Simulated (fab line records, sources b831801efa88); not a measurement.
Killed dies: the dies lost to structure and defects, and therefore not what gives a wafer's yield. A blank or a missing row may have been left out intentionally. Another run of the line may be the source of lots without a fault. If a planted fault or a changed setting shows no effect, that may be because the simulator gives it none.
Which tool did it? || flow sky130 || Sampling: 6 lots, 18 wafers, 2 of 708 route steps

== WHAT EACH GAUGE READ, for each wafer ==
SKY_METAL5_THK_MEAS_06: measures by xrf.
{"lot": "L766", "measured": "day 42 22:01", "on": "film-metro-04", "METAL5_ALCU_THK (nm)": "1132 1133 1134"}
{"lot": "L770", "measured": "day 44 06:32", "on": "film-metro-04", "METAL5_ALCU_THK (nm)": "1145 1122 1114"}
{"lot": "L773", "measured": "day 45 07:25", "on": "film-metro-04", "METAL5_ALCU_THK (nm)": "1131 1132 1125"}
{"lot": "L776", "measured": "day 45 17:56", "on": "film-metro-04", "METAL5_ALCU_THK (nm)": "1152 1148 1146"}
{"lot": "L780", "measured": "day 46 22:09", "on": "film-metro-04", "METAL5_ALCU_THK (nm)": "1153 1145 1152"}
{"lot": "L785", "measured": "day 48 04:11", "on": "film-metro-01", "METAL5_ALCU_THK (nm)": "1164 1169 1168"}

== TOOL THAT RAN EACH LOT (tool first, then ch and the chambers of the sampled wafers, then the start) ==
{"lot": "L766", "SKY_METAL1_SPUTTER_01": "pvd-sputter-01, day 31 18:23"}
{"lot": "L770", "SKY_METAL1_SPUTTER_01": "pvd-sputter-01, day 33 08:20"}
{"lot": "L773", "SKY_METAL1_SPUTTER_01": "pvd-sputter-02, day 34 13:29"}
{"lot": "L776", "SKY_METAL1_SPUTTER_01": "pvd-sputter-02, day 35 05:07"}
{"lot": "L780", "SKY_METAL1_SPUTTER_01": "pvd-sputter-04, day 36 16:20"}
{"lot": "L785", "SKY_METAL1_SPUTTER_01": "pvd-sputter-01, day 38 03:31"}
- SKY_METAL1_SPUTTER_01: material TiN, target thk 20 nm, time 16.7 s.

== THE ANSWER, worked out from the rows above alone ==
Rule: the lots themselves supply what counts as usual. The widest of any qualifying gaps counts: lots, ordered by their means at a reading, are off when they make up no more than a third of the lots, leave a main group of 4 or more, and stand apart from it by 3 or more times the standard deviation of that group's means. The tables above print the reading to a certain number of digits; a main group whose means all agree to those digits is not used. Also off: a lot with no number at a reading for which 4 or more lots have one. Any other lot the step has rows for is counted as sound.
No lot is off at any reading shown: from this, nothing can be told.

== WHAT THE SIMULATOR PUT IN ==
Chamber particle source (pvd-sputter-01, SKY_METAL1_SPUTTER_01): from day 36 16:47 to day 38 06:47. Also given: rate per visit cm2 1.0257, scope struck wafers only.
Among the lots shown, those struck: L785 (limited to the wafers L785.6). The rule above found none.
